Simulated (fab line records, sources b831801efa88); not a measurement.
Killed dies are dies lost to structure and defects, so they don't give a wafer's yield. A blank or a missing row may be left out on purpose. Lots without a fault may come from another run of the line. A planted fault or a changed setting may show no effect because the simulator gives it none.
Which tool did it? | flow sky130 | 24 lots, 72 wafers sampled, at 2 steps of a route of 708

WHAT THE GAUGES READ, wafer by wafer
SKY_CAPM_OVL_MEAS_12. Usual: CAPM_OVL -0.7 nm, standard deviation 1.7.
lot  | measured     | on         | CAPM_OVL (nm)  | flag
L074 | day 37 03:07 | overlay-01 | 0.0 -0.2 0.2   |
L075 | day 37 17:56 | overlay-02 | -3.4 -2.3 -2.7 |
L076 | day 37 21:29 | overlay-02 | -0.5 -0.6 -1.8 |
L077 | day 38 13:01 | overlay-01 | -2.6 -1.8 -1.9 |
L078 | day 38 18:52 | overlay-01 | -1.2 -1.3 -2.0 |
L079 | day 38 23:09 | overlay-01 | 1.3 2.0 0.0    |
L080 | day 39 00:41 | overlay-01 | -1.2 -2.0 0.0  |
L081 | day 39 10:30 | overlay-02 | 0.2 -0.7 1.1   |
L082 | day 40 03:20 | overlay-02 | -1.4 0.2 -0.9  |
L083 | day 40 04:08 | overlay-02 | -3.5 -2.3 -3.1 |
L084 | day 40 15:48 | overlay-02 | -1.6 -1.4 -0.5 |
L085 | day 40 19:54 | overlay-01 | 1.5 1.8 1.7    |
L086 | day 41 04:58 | overlay-01 | -0.3 -0.8 -3.1 |
L087 | day 41 09:57 | overlay-02 | 1.6 -0.6 -0.7  |
L088 | day 41 14:25 | overlay-01 | -2.6 -2.5 -2.1 |
L089 | day 41 20:05 | overlay-01 | -0.2 0.1 1.8   |
L090 | day 42 10:55 | overlay-02 | -2.9 -2.9 -3.9 |
L092 | day 42 17:20 | overlay-02 | 0.5 0.0 1.3    |
L091 | day 42 20:11 | overlay-01 | 2.7 3.0 3.1    |
L093 | day 42 22:38 | overlay-02 | -2.7 -2.7 -2.3 |
L094 | day 43 10:44 | overlay-01 | -0.4 0.4 0.1   |
L095 | day 43 12:33 | overlay-02 | -0.1 0.7 -0.1  |
L097 | day 43 21:37 | overlay-01 | -1.8 -1.9 -1.4 |
L096 | day 44 02:56 | overlay-02 | -0.7 -0.9 0.2  |

WHICH TOOL RAN EACH LOT (tool, then ch and the chambers of the sampled wafers, then the start)
lot  | SKY_VIA2_ETCH_15
L074 | rie_diel-01 ch 0,1, day 35 23:19
L075 | rie_diel-02 ch 1,2, day 36 14:02
L076 | rie_diel-04 ch 1,3, day 36 18:35
L077 | rie_diel-01 ch 2,3, day 37 09:28
L078 | rie_diel-02 ch 0,1,2, day 37 16:28
L079 | rie_diel-04 ch 1,2,3, day 37 20:25
L080 | rie_diel-04 ch 1,2,3, day 37 22:08
L081 | rie_diel-04 ch 2,3, day 38 08:08
L082 | rie_diel-01 ch 1,2, day 39 01:31
L083 | rie_diel-01 ch 0,1,3, day 39 02:02
L084 | rie_diel-01 ch 1,2,3, day 39 14:19
L085 | rie_diel-02 ch 0,1,2, day 39 18:17
L086 | rie_diel-02 ch 0,3, day 40 02:29
L087 | rie_diel-01 ch 2,3, day 40 08:16
L088 | rie_diel-02 ch 0,2,3, day 40 13:02
L089 | rie_diel-02 ch 2,3, day 40 18:32
L090 | rie_diel-02 ch 0,1,3, day 41 09:47
L092 | rie_diel-04 ch 0,2,3, day 41 15:56
L091 | rie_diel-02 ch 0,2,3, day 41 18:50
L093 | rie_diel-04 ch 0,1,3, day 41 21:50
L094 | rie_diel-01 ch 2,3, day 42 09:40
L095 | rie_diel-04 ch 0,3, day 42 11:26
L097 | rie_diel-04 ch 1,2, day 42 20:50
L096 | rie_diel-02 ch 1,3, day 43 02:44
- SKY_VIA2_ETCH_15: etches SiO2 in C4F8/O2/Ar, stops on TiN, target depth 546 nm, time 84 s.

WHAT THE TOOLS THEMSELVES READ (means of the sampled wafers that have a number; where no wafer has one, the mark that the record gives instead)
SKY_VIA2_ETCH_15. Usual: oes_product_au 0.940 a.u., standard deviation 0.0047.
lot  | tool        | oes_product_au (a.u.) | flag
L074 | rie_diel-01 | 0.939                 |
L075 | rie_diel-02 | 0.941                 |
L076 | rie_diel-04 | 0.939                 |
L077 | rie_diel-01 | 0.939                 |
L078 | rie_diel-02 | 0.936                 |
L079 | rie_diel-04 | 0.940                 |
L080 | rie_diel-04 | 0.940                 |
L081 | rie_diel-04 | 0.939                 |
L082 | rie_diel-01 | 0.941                 |
L083 | rie_diel-01 | 0.940                 |
L084 | rie_diel-01 | 0.939                 |
L085 | rie_diel-02 | 0.940                 |
L086 | rie_diel-02 | 0.943                 |
L087 | rie_diel-01 | 0.940                 |
L088 | rie_diel-02 | 0.940                 |
L089 | rie_diel-02 | 0.937                 |
L090 | rie_diel-02 | 0.930                 |
L092 | rie_diel-04 | 0.943                 |
L091 | rie_diel-02 | 0.941                 |
L093 | rie_diel-04 | 0.941                 |
L094 | rie_diel-01 | 0.936                 |
L095 | rie_diel-04 | 0.938                 |
L097 | rie_diel-04 | 0.945                 |
L096 | rie_diel-02 | 0.944                 |

THE ANSWER, worked out from the rows above alone
Rule: a lot is off if the mean of its wafers that have a number lies more than 3 standard deviations from the usual mean. A lot without any number at a reading at which 4 lots or more have one is off too. The other lots that the step has rows for count as sound. The gauges are gone through in route order, then the tools' own readings, and for those a lot's mean is taken as printed above. The first step at which some lot is off is used, and at that step the reading that is off furthest; a lot without a number counts as furthest.
No lot is off at any reading shown: from this, nothing can be told.

WHAT THE SIMULATOR HAD PUT IN
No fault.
